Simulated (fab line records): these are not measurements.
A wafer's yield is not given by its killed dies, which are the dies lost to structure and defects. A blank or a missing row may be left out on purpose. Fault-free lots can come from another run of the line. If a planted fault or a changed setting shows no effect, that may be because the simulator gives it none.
Problem report in the 8D (eight disciplines) form, filled by code ; flow sky130 ; the parts of the form that need people (team, actions taken, sign-off) are left out

1. WHAT IS WRONG
VIA1_W_RS at SKY_VIA1_RS_MEAS_22 reads a mean of 0.576 ohm/sq on 1 wafer of 1 lot; wafers without a fault read 0.426 ohm/sq with a standard deviation of 0.0041. Measured from the usual mean, that is +37 standard deviations.
The step: measures by four-point-probe.
Earliest sighting: wafer L536.1 on film_metro-01 at day 37 16:15. At this step, 30 wafers from 10 lots have a number in the record. Rule for "out" (also "out of limits"): further than 4 standard deviations from the usual mean. The rest of the wafers with a number are treated as sound.

2. WHAT IT IS, WHAT IT ISN'T
question;is;is not
which readings at this step;VIA1_W_RS;-
which lots;L536;L527, L528, L529, L530, L531, L542, L546, L547, L548
which wafers of those lots;L536.1;L536.3, L536.5
read on which gauges;film_metro-01;film_metro-02, film_metro-03
when;from day 37 16:15;"up to then (17 sound wafers); but 12 sound wafers of L542, L546, L547, L548 came after"

3. THE SUSPECTS, EACH WITH WHAT RULES IT OUT
Counting: a tool at a process step up to the reading stays a suspect if it ran every lot that is out. Sound lots after the first of them don't rule it out here, since some wafers of a struck lot are sound.
- the gauge at SKY_VIA1_RS_MEAS_22 has been ruled out. All the wafers that are out were read on film_metro-01, but those of them that SKY_VIA1_CMP_24 has rows for are out there too, on other tools.
- cmp-01 at SKY_VIA1_CMP_02 (polishes SiO2): kept. The lot that is out, L536, ran on it at day 36 13:04; the last sound lot it ran before that was L529, at day 33 20:52.
- cvd_w-01 at SKY_VIA1_CVD_21 (deposits W, target thk 270 nm, time 80.902 s): kept. The lot that is out, L536, ran on it at day 37 16:10; the last sound lot it ran before that was L531, at day 36 01:29.
- In cmp-01 at SKY_VIA1_CMP_02, the wafers that are out were processed in chamber 0 and their sound lot-mates in chambers 1, 2.
- Within cvd_w-01 at SKY_VIA1_CVD_21, the wafers that are out were processed in chamber 0 and their sound lot-mates in chamber 1.
After counting, cmp-01 at SKY_VIA1_CMP_02 and cvd_w-01 at SKY_VIA1_CVD_21 remain.

4. THE CAUSE (what the simulator had put in)
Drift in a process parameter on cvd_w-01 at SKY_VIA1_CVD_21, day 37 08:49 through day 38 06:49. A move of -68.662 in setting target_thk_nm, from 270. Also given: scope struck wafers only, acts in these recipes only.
Counting left 2 suspects, and this tool is among them.

5. THE EFFECT CHAIN, in route order
Each row: a reading where the mean over the struck wafers with a number is more than 3 standard deviations away from the usual. Scope: only readings with a usual standard deviation given in the record; hours: median across lots of the time from each lot's start at the first step in this table that gives one to its start at this step; sigmas: change in usual standard deviations.
hours;step;reading;usual;on struck wafers;change;sigmas
0;SKY_VIA1_RS_MEAS_22;VIA1_W_RS;0.426 ohm/sq;0.576;+0.150;+37
3;SKY_VIA1_THK_MEAS_23;VIA1_W_THK;269.0 nm;198.8;-70.2;-23
8;SKY_VIA1_CMP_24;time_to_endpoint_s;65.6 s;46.6;-19.0;-8.6
The process steps in it:
- SKY_VIA1_CMP_24: polishes, stops on SiO2, t overpolish 15 s, target thk 0 nm.

6. WHAT WOULD HAVE CAUGHT IT SOONER
Counted from the fault's start at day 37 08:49, it took 7 hours until the first out-of-limits reading at a measuring or inspecting step in this record, taken at day 37 16:15.
An alarm limit of 4 standard deviations would not have fired on the tool readings at SKY_VIA1_CVD_21 for which the record gives a usual standard deviation, since none of them was out on any struck wafer.
By day 37 16:15, every lot that is out (1) had started SKY_VIA1_CVD_21 on cvd_w-01. A hold on the tool at that time would have spared none of them.
